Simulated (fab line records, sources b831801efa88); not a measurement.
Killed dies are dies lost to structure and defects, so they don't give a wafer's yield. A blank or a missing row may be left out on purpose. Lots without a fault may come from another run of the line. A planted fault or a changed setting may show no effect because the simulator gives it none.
Which tool did it? | flow sky130 | 13 lots, 39 wafers sampled, at 7 steps of a route of 708

WHAT THE GAUGES READ, wafer by wafer
SKY_VT_ADJUST_NCORE_TW_MEAS_11. Usual: VT_ADJUST_NCORE_TW 219.8, standard deviation 1.4.
lot  | measured     | on            | VT_ADJUST_NCORE_TW | flag
L290 | day 8 19:55  | film_metro-01 | 219.5 219.5 219.2  |
L291 | day 9 02:20  | film_metro-01 | 219.6 219.9 220.3  |
L293 | day 10 06:47 | film_metro-03 | 220.1 220.6 221.8  |
L294 | day 10 11:49 | film_metro-02 | 216.7 217.5 217.0  |
L297 | day 11 04:10 | film_metro-02 | 218.3 218.9 219.2  |
L298 | day 11 15:23 | film_metro-01 | 220.9 220.1 220.3  |
L301 | day 12 08:35 | film_metro-03 | 222.9 222.7 222.0  |
L305 | day 13 12:11 | film_metro-03 | 219.7 219.8 219.4  |
L307 | day 14 03:10 | film_metro-03 | 220.8 221.8 220.4  |
L308 | day 14 04:45 | film_metro-01 | 221.4 221.5 221.2  |
L309 | day 14 18:36 | film_metro-03 | 220.6 221.1 220.7  |
L310 | day 15 02:22 | film_metro-02 | 219.1 218.8 219.0  |
L311 | day 15 06:59 | film_metro-02 | 218.0 218.4 219.6  |

SKY_VT_ADJUST_HVTR_CD_MEAS_07: target cd 380 nm. Usual: cd_nm 379.6 nm, standard deviation 2.1.
lot  | measured     | on        | cd_nm (nm)        | flag
L290 | day 9 17:51  | cd_sem-01 | 383.4 382.6 379.0 |
L291 | day 10 01:16 | cd_sem-01 | 377.1 380.3 376.7 |
L293 | day 11 06:23 | cd_sem-01 | 378.9 381.3 377.9 |
L294 | day 11 11:02 | cd_sem-01 | 380.2 380.6 380.8 |
L297 | day 12 04:01 | cd_sem-01 | 378.7 382.3 380.2 |
L298 | day 12 15:51 | cd_sem-01 | 382.7 385.2 381.3 |
L301 | day 13 09:23 | cd_sem-01 | 380.9 381.3 376.6 |
L305 | day 14 13:40 | cd_sem-01 | 376.9 378.8 377.4 |
L307 | day 15 05:12 | cd_sem-02 | 380.6 380.8 382.7 |
L308 | day 15 05:55 | cd_sem-02 | 375.4 380.2 377.9 |
L309 | day 15 21:52 | cd_sem-01 | 380.4 380.3 377.8 |
L310 | day 16 06:11 | cd_sem-01 | 377.7 378.9 377.4 |
L311 | day 16 10:17 | cd_sem-02 | 377.7 380.7 378.6 |

SKY_VT_ADJUST_PCH_OVL_MEAS_07. Usual: VT_ADJUST_PCH_OVL 0.7 nm, standard deviation 1.3.
lot  | measured     | on         | VT_ADJUST_PCH_OVL (nm) | flag
L290 | day 10 16:43 | overlay-01 | 0.6 0.3 -0.9           |
L291 | day 11 00:15 | overlay-02 | 1.0 2.5 0.7            |
L293 | day 12 06:08 | overlay-02 | -0.9 -1.9 -3.1         |
L294 | day 12 11:02 | overlay-02 | 1.6 0.2 0.2            |
L297 | day 13 05:32 | overlay-02 | - - -                  | OFF
L298 | day 13 17:00 | overlay-02 | -0.5 0.8 -0.2          |
L301 | day 14 11:28 | overlay-01 | 0.7 0.8 -2.0           |
L305 | day 15 16:24 | overlay-01 | 0.7 1.8 1.1            |
L307 | day 16 08:50 | overlay-01 | 1.7 -0.8 -0.5          |
L308 | day 16 09:47 | overlay-02 | -0.2 -2.5 -1.4         |
L309 | day 17 02:09 | overlay-01 | -0.6 2.7 3.4           |
L310 | day 17 10:08 | overlay-01 | -0.7 0.0 0.9           |
L311 | day 17 14:31 | overlay-01 | 0.5 0.3 0.5            |

SKY_VT_ADJUST_PCH_TW_MEAS_10. Usual: VT_ADJUST_PCH_TW 142.4, standard deviation 1.2.
lot  | measured     | on            | VT_ADJUST_PCH_TW  | flag
L290 | day 10 17:01 | film_metro-02 | 141.5 141.3 140.8 |
L291 | day 11 00:32 | film_metro-02 | 141.7 141.7 142.0 |
L293 | day 12 06:26 | film_metro-03 | 144.2 144.2 143.1 |
L294 | day 12 11:20 | film_metro-04 | 143.3 142.5 142.9 |
L297 | day 13 05:49 | film_metro-02 | 29.9 29.9 29.8    | OFF
L298 | day 13 17:17 | film_metro-02 | 142.5 141.7 141.2 |
L301 | day 14 11:46 | film_metro-03 | 143.1 143.2 142.9 |
L305 | day 15 16:41 | film_metro-03 | 143.3 143.0 142.5 |
L307 | day 16 09:08 | film_metro-02 | 142.3 142.0 141.6 |
L308 | day 16 10:05 | film_metro-04 | 143.3 143.1 143.1 |
L309 | day 17 02:26 | film_metro-04 | 142.8 141.8 142.4 |
L310 | day 17 10:25 | film_metro-02 | 140.1 139.5 140.6 |
L311 | day 17 14:48 | film_metro-02 | 138.3 139.8 139.4 |

SKY_SONOS_TUNNEL_TW_MEAS_12. Usual: SONOS_TUNNEL_TW 198.2, standard deviation 0.78.
lot  | measured     | on            | SONOS_TUNNEL_TW   | flag
L290 | day 11 17:22 | film_metro-03 | 196.9 198.0 198.4 |
L291 | day 12 00:43 | film_metro-03 | 200.5 198.8 199.7 |
L293 | day 13 07:46 | film_metro-04 | 198.3 197.4 198.0 |
L294 | day 13 12:31 | film_metro-04 | 197.4 197.6 197.7 |
L297 | day 14 07:22 | film_metro-01 | 213.5 213.2 214.2 | OFF
L298 | day 14 19:03 | film_metro-03 | 198.1 198.0 197.5 |
L301 | day 15 14:09 | film_metro-01 | 198.1 197.9 197.7 |
L305 | day 16 21:13 | film_metro-04 | 198.8 198.3 198.7 |
L307 | day 17 13:01 | film_metro-04 | 197.3 197.9 197.4 |
L308 | day 17 14:32 | film_metro-04 | 197.0 197.1 198.7 |
L309 | day 18 07:39 | film_metro-03 | 198.4 198.0 198.0 |
L310 | day 18 16:05 | film_metro-03 | 199.8 198.8 198.0 |
L311 | day 18 20:47 | film_metro-01 | 197.9 198.8 198.1 |

WHICH TOOL RAN EACH LOT (tool, then ch and the chambers of the sampled wafers, then the start)
lot  | SKY_NWELL_STRIP_14                   | SKY_VT_ADJUST_PCH_EXPOSE_04
L290 | plasma_asher-03 ch 0,1, day 4 16:49  | iline_stepper-01 ch 0, day 10 05:12
L291 | plasma_asher-02 ch 0,1, day 4 22:38  | iline_stepper-02 ch 0, day 10 13:21
L293 | plasma_asher-04 ch 0,1, day 5 22:44  | iline_stepper-01 ch 0, day 11 19:09
L294 | plasma_asher-03 ch 0,1, day 6 01:23  | iline_stepper-01 ch 0, day 11 23:37
L297 | plasma_asher-03 ch 0,1, day 6 15:38  | iline_stepper-01 ch 0, day 12 17:09
L298 | plasma_asher-02 ch 0,1, day 7 01:05  | iline_stepper-02 ch 0, day 13 04:50
L301 | plasma_asher-03 ch 0,1, day 7 14:16  | iline_stepper-01 ch 0, day 13 22:50
L305 | plasma_asher-03 ch 0,1, day 8 14:23  | iline_stepper-01 ch 0, day 15 03:34
L307 | plasma_asher-03 ch 0,1, day 9 02:20  | iline_stepper-02 ch 0, day 15 18:34
L308 | plasma_asher-04 ch 0,1, day 9 04:41  | iline_stepper-01 ch 0, day 15 20:01
L309 | plasma_asher-04 ch 0,1, day 9 16:14  | iline_stepper-02 ch 0, day 16 12:07
L310 | plasma_asher-03 ch 0, day 9 22:31    | iline_stepper-01 ch 0, day 16 20:05
L311 | plasma_asher-04 ch 0,1, day 10 03:05 | iline_stepper-01 ch 0, day 17 00:46
- SKY_NWELL_STRIP_14: strips in O2/N2.
- SKY_VT_ADJUST_PCH_EXPOSE_04: exposes mask NWM, target cd 840 nm.

WHAT THE TOOLS THEMSELVES READ (means of the sampled wafers that have a number; where no wafer has one, the mark that the record gives instead)
SKY_NWELL_STRIP_14. Usual: drypump_motor_current_A 5.5 A, standard deviation 0.43; oes_product_au 0.726 a.u., standard deviation 0.0047; strip_time_to_endpoint_s 36.70 s, standard deviation 0.11.
lot  | tool            | drypump_motor_current_A (A) | oes_product_au (a.u.) | strip_time_to_endpoint_s (s) | flag
L290 | plasma_asher-03 | 5.0                         | 0.731                 | 36.56                        |
L291 | plasma_asher-02 | 6.1                         | 0.731                 | 36.75                        |
L293 | plasma_asher-04 | 5.5                         | 0.728                 | 36.72                        |
L294 | plasma_asher-03 | 5.3                         | 0.722                 | 36.68                        |
L297 | plasma_asher-03 | 5.3                         | 0.726                 | 36.61                        |
L298 | plasma_asher-02 | 6.0                         | 0.725                 | 36.70                        |
L301 | plasma_asher-03 | 5.3                         | 0.729                 | 36.83                        |
L305 | plasma_asher-03 | 5.3                         | 0.722                 | 36.65                        |
L307 | plasma_asher-03 | 5.0                         | 0.728                 | 36.72                        |
L308 | plasma_asher-04 | 5.5                         | 0.724                 | 36.68                        |
L309 | plasma_asher-04 | 5.5                         | 0.725                 | 36.63                        |
L310 | plasma_asher-03 | 4.8                         | 0.723                 | 36.85                        |
L311 | plasma_asher-04 | 5.4                         | 0.723                 | 36.55                        |

SKY_VT_ADJUST_PCH_EXPOSE_04. Usual: reticle_temp_C 23.01 C, standard deviation 0.11.
lot  | tool             | reticle_temp_C (C) | flag
L290 | iline_stepper-01 | 23.03              |
L291 | iline_stepper-02 | 22.83              |
L293 | iline_stepper-01 | 22.98              |
L294 | iline_stepper-01 | 23.06              |
L297 | iline_stepper-01 | 23.13              |
L298 | iline_stepper-02 | 22.92              |
L301 | iline_stepper-01 | 23.06              |
L305 | iline_stepper-01 | 22.99              |
L307 | iline_stepper-02 | 23.01              |
L308 | iline_stepper-01 | 22.95              |
L309 | iline_stepper-02 | 23.09              |
L310 | iline_stepper-01 | 23.05              |
L311 | iline_stepper-01 | 22.93              |

THE ANSWER, worked out from the rows above alone
Rule: a lot is off if the mean of its wafers that have a number lies more than 3 standard deviations from the usual mean. A lot without any number at a reading at which 4 lots or more have one is off too. The other lots that the step has rows for count as sound. The gauges are gone through in route order, then the tools' own readings, and for those a lot's mean is taken as printed above. The first step at which some lot is off is used, and at that step the reading that is off furthest; a lot without a number counts as furthest.
Off: L297, at SKY_VT_ADJUST_PCH_OVL_MEAS_07 (VT_ADJUST_PCH_OVL). Without a number there: L297.
A tool fits if, at a process step before that reading, it ran every lot that is off, and no sound lot after the first of them. The gauges at SKY_VT_ADJUST_PCH_OVL_MEAS_07 aren't tried: what is off there is off at SKY_VT_ADJUST_PCH_TW_MEAS_10 too, on other tools, and a gauge's error can't cause that. None of those tried fits.

WHAT THE SIMULATOR HAD PUT IN
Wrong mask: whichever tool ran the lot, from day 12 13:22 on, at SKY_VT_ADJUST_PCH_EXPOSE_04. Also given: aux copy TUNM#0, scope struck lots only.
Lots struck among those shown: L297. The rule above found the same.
